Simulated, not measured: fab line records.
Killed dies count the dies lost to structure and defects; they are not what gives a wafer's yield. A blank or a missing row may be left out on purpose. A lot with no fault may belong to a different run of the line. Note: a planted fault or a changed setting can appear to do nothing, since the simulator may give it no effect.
Check for tools in common :: flow sky130 :: 30 wafers sampled across 10 lots

## WHY THIS WAS OPENED
SKY_LOCAL_INTERCONNECT_RS_MEAS_01, reading LOCAL_INTERCONNECT_TIN_RS: flagged on 2 of 10 lots. Fault-free wafers read 14.03 ohm/sq, with a standard deviation of 0.21.
Rule: a lot is flagged in two cases, either no wafer of it has a number, or all its wafers with numbers fall more than 4 standard deviations from that mean. As for the other lots, they are considered sound.

lot: L173
measured: day 29 04:34
on: film_metro-03
LOCAL_INTERCONNECT_TIN_RS (ohm/sq), wafer by wafer: 14.03 14.27 14.09
flag: 

lot: L174
measured: day 29 15:50
on: film_metro-01
LOCAL_INTERCONNECT_TIN_RS (ohm/sq), wafer by wafer: 13.75 13.96 13.76
flag: 

lot: L179
measured: day 31 07:04
on: film_metro-03
LOCAL_INTERCONNECT_TIN_RS (ohm/sq), wafer by wafer: 13.89 14.12 13.86
flag: 

lot: L182
measured: day 33 12:26
on: film_metro-01
LOCAL_INTERCONNECT_TIN_RS (ohm/sq), wafer by wafer: 8.66 8.68 8.63
flag: FLAGGED

lot: L184
measured: day 33 17:48
on: film_metro-04
LOCAL_INTERCONNECT_TIN_RS (ohm/sq), wafer by wafer: 8.69 8.69 8.63
flag: FLAGGED

lot: L187
measured: day 34 05:39
on: film_metro-01
LOCAL_INTERCONNECT_TIN_RS (ohm/sq), wafer by wafer: 13.87 14.03 14.28
flag: 

lot: L190
measured: day 35 00:42
on: film_metro-04
LOCAL_INTERCONNECT_TIN_RS (ohm/sq), wafer by wafer: 13.63 13.93 14.01
flag: 

lot: L191
measured: day 35 06:52
on: film_metro-01
LOCAL_INTERCONNECT_TIN_RS (ohm/sq), wafer by wafer: 14.45 14.21 14.17
flag: 

lot: L192
measured: day 35 13:26
on: film_metro-01
LOCAL_INTERCONNECT_TIN_RS (ohm/sq), wafer by wafer: 13.72 14.13 14.11
flag: 

lot: L194
measured: day 35 22:17
on: film_metro-01
LOCAL_INTERCONNECT_TIN_RS (ohm/sq), wafer by wafer: 13.92 14.16 13.87
flag: 
On average the flagged lots' numbers are 8.66 ohm/sq, which is -5.37 ohm/sq against the usual, or -26 standard deviations.

## LOT BY LOT: THE TOOL USED
The record keeps 1 process step preceding the reading, out of 708 steps on the route. Cell contents, in order: the tool; ch with the chambers the sampled wafers went through; the start.
lot: L173
flag: 
SKY_LOCAL_INTERCONNECT_SPUTTER_00: pvd_sputter-03, day 29 04:29

lot: L174
flag: 
SKY_LOCAL_INTERCONNECT_SPUTTER_00: pvd_sputter-04, day 29 15:43

lot: L179
flag: 
SKY_LOCAL_INTERCONNECT_SPUTTER_00: pvd_sputter-03, day 31 06:58

lot: L182
flag: FLAGGED
SKY_LOCAL_INTERCONNECT_SPUTTER_00: pvd_sputter-03, day 33 12:23

lot: L184
flag: FLAGGED
SKY_LOCAL_INTERCONNECT_SPUTTER_00: pvd_sputter-03, day 33 17:44

lot: L187
flag: 
SKY_LOCAL_INTERCONNECT_SPUTTER_00: pvd_sputter-04, day 34 05:35

lot: L190
flag: 
SKY_LOCAL_INTERCONNECT_SPUTTER_00: pvd_sputter-02, day 35 00:38

lot: L191
flag: 
SKY_LOCAL_INTERCONNECT_SPUTTER_00: pvd_sputter-02, day 35 06:44

lot: L192
flag: 
SKY_LOCAL_INTERCONNECT_SPUTTER_00: pvd_sputter-02, day 35 13:22

lot: L194
flag: 
SKY_LOCAL_INTERCONNECT_SPUTTER_00: pvd_sputter-02, day 35 22:13
What is done by these steps:
- SKY_LOCAL_INTERCONNECT_SPUTTER_00: material TiN, target thk 100 nm, time 83.3 s.
- SKY_LOCAL_INTERCONNECT_RS_MEAS_01: measures by four-point-probe.

## FLAGGED AGAINST TOTAL, ONE TOOL AT A TIME (gauges that did the reading follow at the end)
step: SKY_LOCAL_INTERCONNECT_SPUTTER_00
tool: pvd_sputter-02
lots run: 4
flagged: 0
share of the flagged lots: none
sound lots run after its first flagged lot: -

step: SKY_LOCAL_INTERCONNECT_SPUTTER_00
tool: pvd_sputter-03
lots run: 4
flagged: 2
share of the flagged lots: all
sound lots run after its first flagged lot: 0

step: SKY_LOCAL_INTERCONNECT_SPUTTER_00
tool: pvd_sputter-04
lots run: 2
flagged: 0
share of the flagged lots: none
sound lots run after its first flagged lot: -

step: SKY_LOCAL_INTERCONNECT_RS_MEAS_01
tool: film_metro-01
lots run: 6
flagged: 1
share of the flagged lots: some
sound lots run after its first flagged lot: 4 (L187,L191,L192,L194)

step: SKY_LOCAL_INTERCONNECT_RS_MEAS_01
tool: film_metro-03
lots run: 2
flagged: 0
share of the flagged lots: none
sound lots run after its first flagged lot: -

step: SKY_LOCAL_INTERCONNECT_RS_MEAS_01
tool: film_metro-04
lots run: 2
flagged: 1
share of the flagged lots: some
sound lots run after its first flagged lot: 1 (L190)

## WHAT THE TABLE PERMITS
All flagged lots share 1 row of the table, namely pvd_sputter-03 at SKY_LOCAL_INTERCONNECT_SPUTTER_00.
- pvd_sputter-03 at SKY_LOCAL_INTERCONNECT_SPUTTER_00 ran 4 lots, 2 of them flagged. It ran its last sound lot, L179, at day 31 06:58 and its first flagged lot, L182, at day 33 12:23: a fault with its onset between the two fits.
What remains is a single tool, pvd_sputter-03 at SKY_LOCAL_INTERCONNECT_SPUTTER_00.

## WHAT THE SIMULATOR PUT IN
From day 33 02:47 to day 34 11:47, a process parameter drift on pvd_sputter-03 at SKY_LOCAL_INTERCONNECT_SPUTTER_00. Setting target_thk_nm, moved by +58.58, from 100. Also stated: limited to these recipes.
Lots struck among those shown: L182, L184. The rule above reached the same finding.
